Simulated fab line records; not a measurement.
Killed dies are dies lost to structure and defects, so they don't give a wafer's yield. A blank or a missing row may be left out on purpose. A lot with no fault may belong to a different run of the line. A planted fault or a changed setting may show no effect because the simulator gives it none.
Chamber matching + flow gf180mcu + GF_MIM_CVD_05 on pecvd-04: 3 sister chambers
The step deposits Si3N4, target thk 42 nm, time 29.086 s. 3 wafers are shown with their chamber, then 7 later ones without.

== WAFERS WITH THEIR CHAMBER ==
| wafer  | chamber | heater-power-w (W) |
|--------|---------|--------------------|
| L313.3 | 0       | 714                |
| L315.1 | 2       | 555                |
| L315.2 | 1       | 734                |

== WAFERS WITHOUT THEIR CHAMBER ==
| wafer  | heater-power-w (W) |
|--------|--------------------|
| L315.6 | 734                |
| L316.1 | 707                |
| L316.3 | 726                |
| L316.5 | 714                |
| L328.3 | 735                |
| L328.5 | 768                |
| L328.6 | 562                |

== EACH ONE'S CHAMBER ==
| wafer  | from the rows above     | in truth |
|--------|-------------------------|----------|
| L315.6 | can't be placed: 1 or 0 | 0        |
| L316.1 | can't be placed: 0 or 1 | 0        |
| L316.3 | can't be placed: 1 or 0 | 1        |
| L316.5 | can't be placed: 0 or 1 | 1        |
| L328.3 | can't be placed: 1 or 0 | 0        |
| L328.5 | can't be placed: 1 or 0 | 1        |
| L328.6 | 2                       | 2        |
Placed correctly: 1 of 7. Unplaceable from these rows: 6, with the true chamber sitting among the candidates in 6. Wrongly placed: 0.
How it was worked out, from the rows above alone: a wafer's distance from a chamber is the root of the sum, over the readings, of the square of ((its reading less the chamber's mean) divided by the reading's scatter). If the next closest chamber is less than 2 further off than the closest, the wafer can't be placed; otherwise it belongs to the closest. Each chamber's mean is taken over the wafers shown for it. The scatter (one wafer shown for each chamber): square how far every hidden wafer sits from the nearest shown wafer, average those squares and take the square root.
